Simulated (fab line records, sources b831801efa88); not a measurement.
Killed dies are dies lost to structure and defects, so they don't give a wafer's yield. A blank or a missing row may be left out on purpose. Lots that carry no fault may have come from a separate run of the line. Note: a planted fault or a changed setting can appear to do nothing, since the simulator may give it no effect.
Which of the tools did it? -- flow sky130 -- 24 lots with 72 wafers sampled at 6 steps, on a route of 708 steps

WHAT EACH GAUGE READ, for each wafer
SKY_VIA1_THK_MEAS_01. Usual: for VIA1_HDPCVD_THK the level is 985 nm and the standard deviation is 11.
lot,measured,on,VIA1_HDPCVD_THK (nm),flag
L074,day 34 04:14,filmMetro-02,993 989 1003,
L075,day 34 07:56,filmMetro-04,966 978 1010,
L076,day 34 12:17,filmMetro-04,1015 981 1004,
L077,day 35 07:07,filmMetro-02,985 987 972,
L078,day 35 11:22,filmMetro-04,992 991 998,
L079,day 35 13:40,filmMetro-01,996 979 996,
L080,day 35 18:03,filmMetro-01,990 974 999,
L081,day 36 15:22,filmMetro-01,982 980 991,
L082,day 36 16:58,filmMetro-04,1001 993 984,
L083,day 36 20:28,filmMetro-04,985 992 968,
L084,day 37 02:55,filmMetro-02,982 980 984,
L085,day 37 18:30,filmMetro-02,989 997 996,
L086,day 37 22:59,filmMetro-04,991 991 982,
L087,day 38 03:51,filmMetro-02,976 994 984,
L088,day 38 05:10,filmMetro-01,987 986 962,
L089,day 38 20:02,filmMetro-04,971 965 990,
L090,day 38 23:37,filmMetro-04,976 987 965,
L091,day 39 05:29,filmMetro-01,966 983 972,
L092,day 39 06:45,filmMetro-02,977 976 974,
L093,day 39 20:53,filmMetro-01,988 1000 992,
L094,day 40 00:38,filmMetro-04,978 976 979,
L095,day 40 14:45,filmMetro-02,980 984 984,
L096,day 40 15:44,filmMetro-01,966 969 971,
L097,day 41 00:04,filmMetro-02,1002 978 991,

SKY_VIA2_CD_MEAS_12: target cd 200 nm. Usual: cdNm at 199.7 nm, with a standard deviation of 1.5.
lot,measured,on,cdNm (nm),flag
L074,day 37 16:41,cdSem-02,201.4 203.2 203.5,
L075,day 37 20:30,cdSem-01,201.7 202.0 201.5,
L076,day 38 00:25,cdSem-01,199.8 200.6 201.6,
L077,day 38 17:55,cdSem-01,200.7 198.5 201.0,
L078,day 38 23:43,cdSem-01,201.2 199.0 198.9,
L079,day 39 01:47,cdSem-01,199.2 198.8 198.4,
L080,day 39 04:05,cdSem-02,200.5 202.1 200.2,
L081,day 40 01:08,cdSem-02,198.0 196.4 197.6,
L082,day 40 03:32,cdSem-01,201.3 201.2 201.1,
L083,day 40 04:52,cdSem-02,198.4 200.0 198.7,
L084,day 40 11:37,cdSem-01,201.3 200.4 200.7,
L085,day 41 02:58,cdSem-02,200.4 200.5 199.8,
L086,day 41 07:52,cdSem-02,199.5 200.5 198.5,
L087,day 41 11:53,cdSem-02,196.3 198.7 198.3,
L088,day 41 13:23,cdSem-02,200.8 199.2 200.6,
L089,day 42 02:19,cdSem-02,199.1 197.4 197.2,
L090,day 42 05:05,cdSem-01,197.7 198.5 198.9,
L091,day 42 12:17,cdSem-01,200.1 199.1 198.2,
L092,day 42 13:46,cdSem-01,198.2 200.9 198.0,
L093,day 43 03:19,cdSem-01,200.8 201.1 199.0,
L094,day 43 05:44,cdSem-01,201.3 201.1 201.3,
L095,day 43 17:37,cdSem-01,199.3 199.5 198.0,
L096,day 43 18:56,cdSem-01,199.3 199.1 199.2,
L097,day 44 05:56,cdSem-01,196.6 197.3 198.7,

SKY_METAL3_OVL_MEAS_14. Usual: for METAL3_OVL the level is -3 nm and the standard deviation is 7.
lot,measured,on,METAL3_OVL (nm),flag
L074,day 39 23:14,overlay-02,0 2 2,
L075,day 40 02:51,overlay-01,-10 -15 1,
L076,day 40 05:50,overlay-01,-3 1 -15,
L077,day 40 22:49,overlay-02,11 3 3,
L078,day 41 05:29,overlay-01,0 -7 -7,
L079,day 41 06:50,overlay-01,-7 -7 -14,
L080,day 41 08:25,overlay-01,3 8 8,
L081,day 42 04:48,overlay-01,-2 0 -1,
L082,day 42 07:08,overlay-02,-3 -2 -7,
L083,day 42 09:56,overlay-02,-3 -4 -1,
L084,day 42 15:10,overlay-02,-9 -8 -10,
L085,day 43 05:41,overlay-02,3 -10 2,
L086,day 43 10:50,overlay-01,3 3 4,
L087,day 43 14:44,overlay-02,-13 -4 -12,
L088,day 43 16:46,overlay-01,-1 -5 3,
L089,day 44 05:41,overlay-02,-15 -26 -6,
L090,day 44 06:46,overlay-02,-6 -7 -6,
L091,day 44 13:29,overlay-01,0 -4 0,
L092,day 44 16:09,overlay-02,-2 11 1,
L093,day 45 05:49,overlay-01,-1 -3 -6,
L094,day 45 06:03,overlay-02,-4 3 -2,
L095,day 45 23:40,overlay-01,-4 2 -5,
L096,day 46 00:02,overlay-02,-3 -3 -11,
L097,day 46 05:59,overlay-01,9 5 8,

SKY_CAP2M_OVL_MEAS_12. Usual: for CAP2M_OVL the level is 1.2 nm and the standard deviation is 1.2.
lot,measured,on,CAP2M_OVL (nm),flag
L074,day 42 03:10,overlay-02,-0.6 2.0 0.5,
L075,day 42 08:13,overlay-01,-0.4 0.7 -0.9,
L076,day 42 11:37,overlay-01,0.8 1.0 1.7,
L077,day 43 03:49,overlay-01,2.4 1.3 1.1,
L078,day 43 09:38,overlay-02,2.2 1.6 1.3,
L079,day 43 10:40,overlay-02,0.4 0.9 1.6,
L080,day 43 11:37,overlay-01,0.6 0.2 -0.7,
L081,day 44 08:29,overlay-01,0.5 0.2 -0.3,
L082,day 44 10:52,overlay-01,0.0 1.0 0.6,
L083,day 44 13:01,overlay-01,2.0 2.2 3.1,
L084,day 44 18:10,overlay-02,3.5 2.1 3.1,
L085,day 45 07:04,overlay-01,2.4 -0.4 1.2,
L086,day 45 11:55,overlay-02,3.2 3.0 4.4,
L087,day 45 15:31,overlay-02,0.8 0.7 2.5,
L088,day 45 17:46,overlay-02,1.1 0.5 1.6,
L089,day 46 06:19,overlay-02,1.7 0.4 2.1,
L090,day 46 06:44,overlay-02,0.7 0.7 -0.5,
L091,day 46 13:55,overlay-02,0.4 0.1 0.1,
L092,day 46 15:23,overlay-01,1.1 1.3 3.0,
L093,day 47 05:25,overlay-01,0.8 1.5 0.0,
L094,day 47 05:44,overlay-02,1.0 0.0 0.5,
L095,day 47 20:43,overlay-01,3.0 1.5 2.0,
L096,day 47 21:23,overlay-02,1.6 0.8 0.8,
L097,day 48 03:52,overlay-02,-0.6 1.0 0.2,

TOOL THAT RAN EACH LOT (tool first, then ch and the chambers of the sampled wafers, then the start)
lot,SKY_METAL3_SPUTTER_04,SKY_CAPM_CVD_00
L074,"pvdSputter-02, day 37 18:35","pecvd-04 ch 0,2, day 37 18:38"
L075,"pvdSputter-02, day 37 22:06","pecvd-04 ch 0,1,2, day 37 22:09"
L076,"pvdSputter-02, day 38 02:05","pecvd-02 ch 0,1,2, day 38 02:08"
L077,"pvdSputter-04, day 38 19:35","pecvd-02 ch 0,1, day 38 19:38"
L078,"pvdSputter-03, day 39 02:05","pecvd-04 ch 0,1,2, day 39 02:08"
L079,"pvdSputter-02, day 39 03:33","pecvd-02 ch 0,2, day 39 03:36"
L080,"pvdSputter-04, day 39 05:42","pecvd-04 ch 0,2, day 39 05:45"
L081,"pvdSputter-03, day 40 02:43","pecvd-02 ch 0,1,2, day 40 02:46"
L082,"pvdSputter-02, day 40 05:09","pecvd-01 ch 1, day 40 05:12"
L083,"pvdSputter-02, day 40 06:32","pecvd-04 ch 1,2, day 40 06:35"
L084,"pvdSputter-03, day 40 13:20","pecvd-02 ch 0,2, day 40 13:23"
L085,"pvdSputter-04, day 41 04:55","pecvd-04 ch 0,1,2, day 41 04:58"
L086,"pvdSputter-03, day 41 09:32","pecvd-02 ch 1,2, day 41 09:35"
L087,"pvdSputter-04, day 41 13:29","pecvd-01 ch 0,2, day 41 13:32"
L088,"pvdSputter-04, day 41 15:00","pecvd-04 ch 0,1, day 41 15:02"
L089,"pvdSputter-04, day 42 03:57","pecvd-01 ch 0,1,2, day 42 04:00"
L090,"pvdSputter-03, day 42 06:49","pecvd-02 ch 1,2, day 42 06:53"
L091,"pvdSputter-03, day 42 13:53","pecvd-02 ch 0, day 42 13:56"
L092,"pvdSputter-02, day 42 15:20","pecvd-04 ch 0,1, day 42 15:24"
L093,"pvdSputter-02, day 43 05:05","pecvd-02 ch 0,1, day 43 05:08"
L094,"pvdSputter-03, day 43 07:19","pecvd-04 ch 0,1,2, day 43 07:22"
L095,"pvdSputter-03, day 43 19:20","pecvd-04 ch 0,1,2, day 43 19:23"
L096,"pvdSputter-02, day 43 20:34","pecvd-02 ch 1,2, day 43 20:37"
L097,"pvdSputter-03, day 44 07:46","pecvd-02 ch 0,1,2, day 44 07:49"
- SKY_METAL3_SPUTTER_04: material TiN, target thk 70 nm, time 58.3 s.
- SKY_CAPM_CVD_00: deposits SiO2, target thk 15.5 nm.

AS READ BY THE TOOLS THEMSELVES (means over the sampled wafers that have a number; for cases with no such wafer, the mark the record gives instead)
SKY_METAL3_SPUTTER_04. Usual: chamberPressurePa 0.4000 Pa, standard deviation 0.00079; throttleValvePct 30.1 %, standard deviation 0.65.
lot,tool,chamberPressurePa (Pa),throttleValvePct (%),flag
L074,pvdSputter-02,0.3998,30.4,
L075,pvdSputter-02,0.4004,30.3,
L076,pvdSputter-02,0.4004,30.5,
L077,pvdSputter-04,0.3992,29.1,
L078,pvdSputter-03,0.3992,30.1,
L079,pvdSputter-02,0.4000,30.0,
L080,pvdSputter-04,0.3998,29.5,
L081,pvdSputter-03,0.3997,29.9,
L082,pvdSputter-02,0.3994,30.5,
L083,pvdSputter-02,0.4006,30.4,
L084,pvdSputter-03,0.4002,30.3,
L085,pvdSputter-04,0.4012,30.0,
L086,pvdSputter-03,0.4000,29.8,
L087,pvdSputter-04,0.4002,29.8,
L088,pvdSputter-04,0.3988,29.5,
L089,pvdSputter-04,0.4002,30.2,
L090,pvdSputter-03,0.4006,29.8,
L091,pvdSputter-03,0.4004,30.1,
L092,pvdSputter-02,0.3999,30.0,
L093,pvdSputter-02,0.3996,30.2,
L094,pvdSputter-03,0.3995,30.7,
L095,pvdSputter-03,0.3997,30.3,
L096,pvdSputter-02,0.4005,30.6,
L097,pvdSputter-03,0.3997,30.2,

SKY_CAPM_CVD_00. Usual: heaterPowerW at 789 W, with a standard deviation of 130.
lot,tool,heaterPowerW (W),flag
L074,pecvd-04,981,
L075,pecvd-04,847,
L076,pecvd-02,721,
L077,pecvd-02,705,
L078,pecvd-04,805,
L079,pecvd-02,807,
L080,pecvd-04,905,
L081,pecvd-02,747,
L082,pecvd-01,710,
L083,pecvd-04,902,
L084,pecvd-02,753,
L085,pecvd-04,902,
L086,pecvd-02,774,
L087,pecvd-01,708,
L088,pecvd-04,758,
L089,pecvd-01,699,
L090,pecvd-02,734,
L091,pecvd-02,709,
L092,pecvd-04,747,
L093,pecvd-02,672,
L094,pecvd-04,832,
L095,pecvd-04,828,
L096,pecvd-02,757,
L097,pecvd-02,798,

THE ANSWER, worked out from the rows above alone
Rule: a lot counts as off when the mean over its wafers that have a number is more than 3 standard deviations away from the usual mean. Also off: a lot with no number at a reading for which 4 or more lots have one. All remaining lots with rows at the step are treated as sound. Order of review: gauges by route order, followed by the tools' own readings, for which a lot's mean as printed above is used. At the first step where some lot is off, the reading lying furthest off is the one used; lots without a number count as furthest.
No lot is off at any reading shown: from this, nothing can be told.

WHAT THE SIMULATOR HAD INSERTED
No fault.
